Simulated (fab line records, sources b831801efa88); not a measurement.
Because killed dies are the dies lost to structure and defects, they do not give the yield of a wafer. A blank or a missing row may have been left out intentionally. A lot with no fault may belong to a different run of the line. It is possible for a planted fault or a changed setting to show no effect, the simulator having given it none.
A lot that was struck, set against a sound lot + flow sky130 + 26 out of 708 route steps
Sound: the wafers L515.1, L515.2, L515.6. Wafers struck: L511.1, L511.2, L511.5. The cause comes at the end.
Per side, at each step with rows, come the tool, then ch with its chambers, and then its first start. Under that, the readings that differ: sound wafers + struck wafers + difference of the means + sigmas: that difference in standard deviations of wafers without a fault.
alike: words and numbers the same on both sides, and readings whose means are apart by under 2 such deviations; not compared: readings that were withheld, readings missing a value for some wafer, numbers with overlapping values and no deviation given by the record, and bounds like >300 which may hide the same value.
The two part at a step that has a row with sigmas, a row that says differs or no value, or rows on one side only. Non-overlapping numbers with no deviation appear without sigmas and do not part them. A reading missing from all wafers of one side parts the sides only when that side holds two or more wafers.

first, 1 step without rows for these wafers: SKY_VT_ADJUST_HVTP_IMPLANT_09.
SKY_VT_ADJUST_HVTP_STRIP_10: strips in O2/N2.
  sound on plasma asher-01 ch 0,1, day 11 23:45; struck on plasma asher-01 ch 0,1, day 11 12:00
  alike: chamber pressure mTorr, drypump motor current A, oes product au, strip time to endpoint s
  not compared: rf hours counter h
SKY_VT_ADJUST_HVTP_TW_MEAS_11:
  struck on film metro-02, day 11 12:06; sound on film metro-02, day 11 23:51
  alike: VT_ADJUST_HVTP_TW
then, 7 steps without rows for these wafers: SKY_VT_ADJUST_LVTN_DEHYDRATE_00 (time 60 s); SKY_VT_ADJUST_LVTN_HMDS_01 (prime time 60 s); SKY_VT_ADJUST_LVTN_COAT_02 (resist thk 3000 nm); SKY_VT_ADJUST_LVTN_SOFTBAKE_03; SKY_VT_ADJUST_LVTN_EXPOSE_04 (exposes mask NWM COMPLEMENT LESS NATIVE, target cd 840 nm); SKY_VT_ADJUST_LVTN_PEB_05; SKY_VT_ADJUST_LVTN_DEVELOP_06 (develop time 60 s).
SKY_VT_ADJUST_LVTN_OVL_MEAS_07:
  struck on overlay-01, day 12 12:38; sound on overlay-02, day 12 23:56
| reading                 | sound          | struck         | difference | sigmas |
|-------------------------|----------------|----------------|------------|--------|
| VT_ADJUST_LVTN_OVL (nm) | -1.0 -0.4 -1.3 | -4.9 -4.0 -3.4 | -3.2       | -2     |
then, 1 step without rows for these wafers: SKY_VT_ADJUST_LVTN_IMPLANT_08.
SKY_VT_ADJUST_LVTN_STRIP_09: strips in O2/N2.
  sound on plasma asher-03 ch 0,1, day 13 00:07; struck on plasma asher-01 ch 0,1, day 12 12:49
  no value came back on the struck wafers for chamber pressure mTorr (mTorr), drypump motor current A (A), oes product au (a.u.), strip time to endpoint s (s); on the sound wafers chamber pressure mTorr (mTorr) reads 1499.1 1498.5 1501.5
| reading                                          | sound | struck         | difference | sigmas |
|--------------------------------------------------|-------|----------------|------------|--------|
| model.coat_of_VT_ADJUST_LVTN_COAT_02.thk nm (nm) | 0 0 0 | 2992 3002 3007 | +3000      |        |
  not compared: rf hours counter h
SKY_VT_ADJUST_LVTN_TW_MEAS_10:
  struck on film metro-01, day 12 12:55; sound on film metro-04, day 13 00:13
  alike: VT_ADJUST_LVTN_TW
then, 7 steps without rows for these wafers: SKY_VT_ADJUST_LVTN_DEHYDRATE_11 (time 60 s); SKY_VT_ADJUST_LVTN_HMDS_12 (prime time 60 s); SKY_VT_ADJUST_LVTN_COAT_13 (resist thk 1140 nm); SKY_VT_ADJUST_LVTN_SOFTBAKE_14 (time 60 s); SKY_VT_ADJUST_LVTN_EXPOSE_15 (exposes mask HVN STD DERIVED, target cd 600 nm); SKY_VT_ADJUST_LVTN_PEB_16; SKY_VT_ADJUST_LVTN_DEVELOP_17 (develop time 60 s).
SKY_VT_ADJUST_LVTN_OVL_MEAS_18:
  struck on overlay-01, day 13 13:29; sound on overlay-02, day 14 01:20
  alike: VT_ADJUST_LVTN_01_OVL
then, 1 step without rows for these wafers: SKY_VT_ADJUST_LVTN_IMPLANT_19.
SKY_VT_ADJUST_LVTN_STRIP_20: strips in O2/N2.
  sound on plasma asher-02 ch 0,1, day 14 01:31; struck on plasma asher-02 ch 0,1, day 13 13:40
| reading                      | sound             | struck            | difference | sigmas      |
|------------------------------|-------------------|-------------------|------------|-------------|
| oes product au (a.u.)        | 0.709 0.723 0.722 | 0.732 0.726 0.732 | +0.012     | +3          |
| strip time to endpoint s (s) | 14.14 14.10 14.17 | 58.61 58.72 58.84 | +44.59     | +99 or more |
  alike: chamber pressure mTorr, drypump motor current A
  not compared: rf hours counter h
SKY_VT_ADJUST_LVTN_TW_MEAS_21:
  struck on film metro-02, day 13 13:46; sound on film metro-02, day 14 01:37
| reading             | sound             | struck         | difference | sigmas      |
|---------------------|-------------------|----------------|------------|-------------|
| VT_ADJUST_LVTN_2_TW | 188.6 188.2 188.5 | 30.0 29.8 29.9 | -158.5     | -99 or more |
then, 1 step without rows for these wafers: SKY_VT_ADJUST_NCORE_DEHYDRATE_00 (time 60 s).

WHERE THEY PART
Earliest at SKY_VT_ADJUST_LVTN_OVL_MEAS_07; latest, in this record, at SKY_VT_ADJUST_LVTN_TW_MEAS_21.

WHY: what the simulator had put in
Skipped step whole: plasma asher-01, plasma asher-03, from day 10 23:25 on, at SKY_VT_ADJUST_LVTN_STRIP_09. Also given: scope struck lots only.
